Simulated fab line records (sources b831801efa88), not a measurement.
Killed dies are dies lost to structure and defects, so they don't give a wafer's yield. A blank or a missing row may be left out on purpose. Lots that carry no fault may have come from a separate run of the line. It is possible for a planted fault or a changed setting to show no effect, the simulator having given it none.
Which tool is to blame? -- flow gf180mcu -- Sampling: 7 lots, 21 wafers, 2 of 602 route steps

## WHAT THE GAUGES READ, wafer by wafer
GF_PSD_RS_MEAS_14: the measuring method here is four-point-probe.
lot,measured,on,NSD_RS (ohm/sq)
L852,day 14 19:42,film-metro-03,46.13 46.13 46.17
L854,day 15 03:53,film-metro-03,45.98 46.03 46.00
L859,day 17 00:35,film-metro-02,46.56 46.52 46.51
L862,day 18 00:56,film-metro-02,46.14 45.92 46.11
L865,day 19 06:30,film-metro-02,46.21 46.21 46.17
L872,day 21 14:29,film-metro-03,46.02 46.03 46.01
L874,day 22 07:43,film-metro-02,46.03 46.07 46.13

## EACH LOT AND THE TOOL THAT RAN IT (in order: tool; ch and the chambers of the sampled wafers; start)
lot,GF_NSD_IMPLANT_10
L852,"implanter-04 ch 0, day 13 22:11"
L854,"implanter-02 ch 0, day 14 05:29"
L859,"implanter-04 ch 0, day 16 01:05"
L862,"implanter-02 ch 0, day 17 01:32"
L865,"implanter-02 ch 0, day 18 05:39"
L872,"implanter-04 ch 0, day 20 14:35"
L874,"implanter-04 ch 0, day 21 07:50"
- GF_NSD_IMPLANT_10

## THE ANSWER, worked out from the rows above alone
Rule: usual is defined by the lots themselves. Put in order of their means at a reading, lots are off if they are a third of the lots or fewer, leave a main group of 4 or more, and stand apart from it by a gap of 3 or more times the standard deviation of the main group's means; of several such gaps the widest counts. The tables above print the reading to a certain number of digits; a main group whose means all agree to those digits is not used. A lot without any number at a reading at which 4 lots or more have one is off too. Any other lot the step has rows for is counted as sound.
Off: at GF_PSD_RS_MEAS_14 (NSD_RS), L859. The main group: mean 46.08 ohm/sq, standard deviation 0.068.
A tool fits if, at a process step before that reading, it ran every lot that is off, and no sound lot after the first of them. Those tools and the gauges at GF_PSD_RS_MEAS_14 are tried in the same way. No candidate that was tried fits.

## WHAT THE SIMULATOR HAD PUT IN
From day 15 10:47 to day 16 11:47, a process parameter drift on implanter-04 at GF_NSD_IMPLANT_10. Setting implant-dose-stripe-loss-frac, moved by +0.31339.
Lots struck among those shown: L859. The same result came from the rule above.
